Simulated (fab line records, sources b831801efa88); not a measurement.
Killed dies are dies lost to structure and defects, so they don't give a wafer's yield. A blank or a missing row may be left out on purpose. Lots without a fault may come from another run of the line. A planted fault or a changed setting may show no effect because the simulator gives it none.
Chamber matching | flow gf180mcu | GF_V4_CMP_04 on cmp-01: 4 sister chambers
The step polishes SiO2. 8 wafers are shown with their chamber, then 7 later ones without.

WAFERS WITH THEIR CHAMBER
wafer  | chamber | motor_current_A (A) | time_to_endpoint_s (s)
L779.2 | 2       | 10.7                | 78
L779.5 | 1       | 10.9                | 85
L779.6 | 2       | 11.0                | 85
L782.3 | 0       | 11.4                | 75
L782.5 | 3       | 14.2                | 78
L782.6 | 0       | 11.0                | 76
L783.1 | 3       | 14.6                | 75
L783.3 | 1       | 11.1                | 80

WAFERS WITHOUT THEIR CHAMBER
wafer  | motor_current_A (A) | time_to_endpoint_s (s)
L783.5 | 10.5                | 81
L784.1 | 13.8                | 75
L784.5 | 14.8                | 77
L784.6 | 11.2                | 87
L796.2 | 11.0                | 80
L796.5 | 11.2                | 82
L796.6 | 11.5                | 79

WHICH CHAMBER EACH WENT THROUGH
wafer  | from the rows above          | in truth
L783.5 | can't be placed: 2 or 1 or 0 | 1
L784.1 | 3                            | 3
L784.5 | 3                            | 3
L784.6 | can't be placed: 1 or 2 or 0 | 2
L796.2 | can't be placed: 1 or 2 or 0 | 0
L796.5 | can't be placed: 1 or 2 or 0 | 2
L796.6 | can't be placed: 0 or 1 or 2 | 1
Placed correctly: 2 of 7. Can't be placed from these rows: 5 (the true chamber is among the candidates in 5). Placed wrongly: 0.
How it was worked out, from the rows above alone: a wafer's distance from a chamber is the root of the sum, over the readings, of the square of ((its reading less the chamber's mean) divided by the reading's scatter). The wafer belongs to the nearest chamber; if the next one is less than 2 further off, it can't be placed. A chamber's mean is the mean of its shown wafers. The scatter: the root of (the sum of the squares of (reading less its chamber's mean) over the shown wafers, divided by (wafers less chambers)).
